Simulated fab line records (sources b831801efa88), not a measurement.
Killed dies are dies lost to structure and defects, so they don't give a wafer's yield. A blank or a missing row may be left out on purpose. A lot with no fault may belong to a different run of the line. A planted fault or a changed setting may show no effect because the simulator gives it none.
Which of the tools did it? | flow gf180mcu | 7 lots with 21 wafers sampled at 2 steps, on a route of 602 steps

== WHAT THE GAUGES READ, wafer by wafer ==
GF_VT_IMPLANT_TW_MEAS_32.
lot  | measured     | on            | VT_IMPLANT_3_TW
L321 | day 7 10:13  | film_metro-01 | 266.7 266.4 267.0
L324 | day 8 07:28  | film_metro-04 | 268.1 267.3 267.4
L326 | day 8 19:06  | film_metro-04 | 268.9 268.1 268.8
L328 | day 9 06:41  | film_metro-03 | 263.3 264.4 264.3
L330 | day 9 21:26  | film_metro-03 | 264.5 263.9 264.6
L332 | day 10 12:44 | film_metro-04 | 30.2 30.2 269.4
L334 | day 11 01:06 | film_metro-04 | 30.2 267.0 29.9

== EACH LOT AND THE TOOL THAT RAN IT (in order: tool; ch and the chambers of the sampled wafers; start) ==
lot  | GF_VT_IMPLANT_DEVELOP_28
L321 | litho_track-03 ch 0, day 7 09:46
L324 | litho_track-01 ch 0, day 8 07:02
L326 | litho_track-03 ch 0, day 8 18:40
L328 | litho_track-04 ch 0, day 9 06:15
L330 | litho_track-04 ch 0, day 9 21:00
L332 | litho_track-03 ch 0, day 10 12:20
L334 | litho_track-03 ch 0, day 11 00:40
- GF_VT_IMPLANT_DEVELOP_28: develop time 60 s.

== THE ANSWER, worked out from the rows above alone ==
Rule: the lots themselves supply what counts as usual. Put in order of their means at a reading, lots are off if they are a third of the lots or fewer, leave a main group of 4 or more, and stand apart from it by a gap of 3 or more times the standard deviation of the main group's means; of several such gaps the widest counts. Not used: any main group whose means are identical at the precision the tables above print for the reading. A lot without any number at a reading at which 4 lots or more have one is off too. All remaining lots with rows at the step are treated as sound.
Off: at GF_VT_IMPLANT_TW_MEAS_32 (VT_IMPLANT_3_TW), L332, L334. Mean 266.2 and standard deviation 1.8 in the main group.
If a tool, at a process step before that reading, ran all the lots that are off and no sound lot after the first of them, it fits. Those tools and the gauges at GF_VT_IMPLANT_TW_MEAS_32 are tried in the same way. Undecided on this evidence; 2 tools fit (litho_track-03 at GF_VT_IMPLANT_DEVELOP_28, film_metro-04 at GF_VT_IMPLANT_TW_MEAS_32).

== WHAT HAD BEEN PUT IN BY THE SIMULATOR ==
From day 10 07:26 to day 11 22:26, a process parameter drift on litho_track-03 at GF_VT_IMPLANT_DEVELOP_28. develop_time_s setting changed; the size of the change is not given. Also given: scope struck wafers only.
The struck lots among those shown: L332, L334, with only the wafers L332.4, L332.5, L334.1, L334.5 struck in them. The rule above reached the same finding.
